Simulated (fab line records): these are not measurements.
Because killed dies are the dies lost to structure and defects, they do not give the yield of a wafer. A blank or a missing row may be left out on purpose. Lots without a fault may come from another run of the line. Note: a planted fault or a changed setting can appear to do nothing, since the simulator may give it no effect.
Chamber matching	flow sfq line	SFQ_TRILAYER_L0_VIA_ETCH_VIA_ETCH_016 on rie diel-03: 4 sister chambers
The step etches SiO2 in CHF3, stops on MoNx KI, target depth 80 nm. 8 wafers are shown with their chamber, then 7 later ones without.

WAFERS, EACH WITH ITS CHAMBER
wafer	chamber	oes product au (a.u.)
L077.3	1	0.844
L078.2	0	0.841
L081.1	0	0.835
L088.2	3	0.843
L088.3	1	0.833
L088.4	2	0.850
L092.1	2	0.849
L092.4	3	0.837

WAFERS WHOSE CHAMBER IS MISSING
wafer	oes product au (a.u.)
L092.5	0.851
L094.1	0.827
L094.2	0.842
L094.3	0.841
L094.4	0.854
L094.5	0.849
L094.6	0.851

CHAMBER TAKEN BY EACH
wafer	from the rows above	in truth
L092.5	can't be placed: 2 or 3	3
L094.1	can't be placed: 0 or 1 or 3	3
L094.2	can't be placed: 3 or 1 or 0 or 2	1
L094.3	can't be placed: 3 or 1 or 0 or 2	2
L094.4	can't be placed: 2 or 3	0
L094.5	can't be placed: 2 or 3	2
L094.6	can't be placed: 2 or 3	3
0 of 7 placed correctly. Cannot be placed on the basis of these rows: 7; the candidates contain the true chamber in 6. Number placed wrongly: 0.
How it was worked out, from the rows above alone: a wafer's distance from a chamber is the root of the sum, over the readings, of the square of ((its reading less the chamber's mean) divided by the reading's scatter). If the next closest chamber is less than 2 further off than the closest, the wafer can't be placed; otherwise it belongs to the closest. The mean given for a chamber averages the wafers shown for that chamber. The scatter: take each reading less its chamber's mean, square it, sum over the shown wafers, divide by the number of wafers less the number of chambers, and take the root.
